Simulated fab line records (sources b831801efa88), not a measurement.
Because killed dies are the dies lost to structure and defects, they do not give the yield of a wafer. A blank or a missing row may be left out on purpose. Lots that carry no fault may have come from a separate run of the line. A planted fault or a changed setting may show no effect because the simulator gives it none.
A lot that was struck, set against a sound lot / flow sky130 / 37 out of 708 route steps
Sound: the wafers L129.1, L129.2, L129.4. Struck: wafer L143.6 (left out: L143.1, L143.2 of the same lot, which were not struck); the cause appears at the end.
At each step with rows: each side's tool, then ch and its chambers, then its first start. Under that, the readings that differ: sound wafers / struck wafers / difference of the means / sigmas: that difference in standard deviations of wafers without a fault.
alike: a reading whose means differ by less than 2 such deviations, as well as words and numbers matching on both sides. not compared: withheld readings; readings where some wafer has no value; bounds like >300 that might hide an equal value; numbers whose values overlap and for which the record gives no deviation.
The two part at a step that has a row with sigmas, a row that says differs or no value, or rows on one side only. Numbers that have no deviation but don't overlap get no sigmas and don't part them. A reading missing from all wafers of one side parts the sides only when that side holds two or more wafers.

first, 9 steps without rows for these wafers: SKY_VIA2_SPUTTER_20 (material TiN, target thk 20 nm, time 80 s); SKY_VIA2_CVD_21 (deposits W, target thk 420 nm, time 126.4 s); SKY_VIA2_CMP_24 (polishes, stops on SiO2, t overpolish 20 s, target thk 0 nm); SKY_METAL3_SPUTTER_00 (material Ti, target thk 15 nm, time 10 s); SKY_METAL3_SPUTTER_01 (material TiN, target thk 20 nm, time 16.7 s); SKY_METAL3_SPUTTER_02 (material AlCu, target thk 735 nm, time 39.1 s); SKY_METAL3_SPUTTER_03 (material Ti, target thk 5 nm, time 3.3 s); SKY_METAL3_SPUTTER_04 (material TiN, target thk 70 nm, time 58.3 s); SKY_CAPM_CVD_00 (deposits SiO2, target thk 15.5 nm).
SKY_CAPM_SPUTTER_02: material TiN, target thk 200 nm, time 166.7 s.
  sound on pvd_sputter-02, day 39 05:16; struck on pvd_sputter-02, day 42 23:04
reading=cathode_dc_power_W (W); sound=6498.4 6498.0 6499.9; struck=7071.2; difference=+572.4; sigmas=+99 or more
reading=model.TiN_of_CAPM_SPUTTER_02.thk_nm (nm); sound=197.7 198.7 197.5; struck=214.5; difference=+16.5; sigmas=
  alike: throttle_valve_pct
SKY_CAPM_RS_MEAS_03: the measuring method here is four-point-probe.
  sound on film_metro-03, day 39 05:23; struck on film_metro-03, day 42 23:28
reading=CAPM_TIN_RS (ohm/sq); sound=7.00 6.96 7.01; struck=6.44; difference=-0.55; sigmas=-5
  not compared: hold
SKY_CAPM_THK_MEAS_04: measures by xrf.
  sound on film_metro-03, day 39 05:30; struck on film_metro-03, day 43 02:09
reading=CAPM_TIN_THK (nm); sound=197 198 197; struck=213; difference=+16; sigmas=+5
  not compared: hold
then, 6 steps without rows for these wafers: SKY_CAPM_HMDS_06 (prime time 60 s); SKY_CAPM_COAT_07 (resist thk 1140 nm); SKY_CAPM_SOFTBAKE_08 (time 60 s); SKY_CAPM_EXPOSE_09 (exposes mask CAPM, target cd 1000 nm); SKY_CAPM_PEB_10; SKY_CAPM_DEVELOP_11 (develop time 60 s).
SKY_CAPM_METAL_ETCH_13: etches TiN in Cl2/BCl3, stops on SiO2, target depth 220 nm, time 62.9 s.
  sound on rie_metal-03 ch 0,1, day 40 06:13; struck on rie_metal-03 ch 1, day 43 22:13
reading=oes_product_au (a.u.); sound=0.939 0.939 0.934; struck=0.987; difference=+0.050; sigmas=+5
reading=throttle_valve_pct (%); sound=21.912 21.910 21.918; struck=21.883; difference=-0.030; sigmas=-3
  alike: drypump_motor_current_A, he_backside_leak_sccm
  not compared: rf_hours_counter_h
then, 16 steps without rows for these wafers: SKY_CAPM_STRIP_14 (strips in O2/N2); SKY_CAPM_STRIP_15 (strips in post etch residue remover, time 1200 s); SKY_CAPM_CLEAN_16 (cleans in IPA, time 180 s); SKY_CAPM_CLEAN_17 (cleans in O3/DIW); SKY_METAL3_DEHYDRATE_05 (time 60 s); SKY_METAL3_HMDS_06 (prime time 60 s); SKY_METAL3_COAT_07 (resist thk 60 nm); SKY_METAL3_COAT_08 (resist thk 1140 nm); SKY_METAL3_SOFTBAKE_09 (time 90 s); SKY_METAL3_EXPOSE_10 (exposes mask MM3, target cd 300 nm); SKY_METAL3_PEB_11; SKY_METAL3_DEVELOP_12 (develop time 57.68 s); SKY_METAL3_DESCUM_15 (chemistry O2, time 8 s); SKY_METAL3_ETCH_16 (etches BARC in N2/H2, stops on SiO2, time 88.2 s, target depth 60 nm); SKY_METAL3_ETCH_17 (etches SiO2 in C4F8/O2/Ar, stops on TiN, time 3.9 s, target depth 15 nm); SKY_METAL3_METAL_ETCH_18 (etches the open film in Cl2/BCl3, stops on SiO2, target depth 845 nm, time 183.1 s).
SKY_METAL3_STRIP_20: strips in post etch residue remover, time 1200 s.
  sound on wet_bench-01 ch 2, day 41 08:20; struck on wet_bench-03 ch 1, day 44 21:22
reading=model.TiN_of_CAPM_SPUTTER_02.thk_nm (nm); sound=196.8 197.9 196.7; struck=213.6; difference=+16.5; sigmas=
  alike: bath_heat_duty_pct
-- the record jumps here: 6 days lie between the struck wafers' starts before and after (it left off in module METAL3 and takes up again in module PAD_OPEN, whose first step shown is number 708 of the route) --
SKY_PAD_OPEN_PROBE_99:
  sound on prober-02, day 48 02:38; struck on prober-01, day 50 21:05
reading=defect_limited_yield (%); sound=85.2 85.0 86.0; struck=81.7; difference=-3.7; sigmas=-2
reading=killed_dies; sound=73 74 69; struck=90; difference=+18; sigmas=+2
reading=killed_short; sound=29 27 42; struck=47; difference=+14; sigmas=+2
reading=model.etest.cap_mim.plate_ohm_sq; sound=6.087 6.007 6.082; struck=5.575; difference=-0.484; sigmas=
  alike: killed_at_M0_to_M3, killed_at_M4_up, killed_at_contacts, killed_at_front_end, killed_at_other, killed_open
  not compared: model.etest.tester.sort_bin_8_pct

== WHERE THEY PART ==
At SKY_CAPM_SPUTTER_02 first; at SKY_PAD_OPEN_PROBE_99 last (within this record only).

WHY: what the simulator had put in
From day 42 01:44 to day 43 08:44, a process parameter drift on pvd_sputter-02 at SKY_CAPM_SPUTTER_02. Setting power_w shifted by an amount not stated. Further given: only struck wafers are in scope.
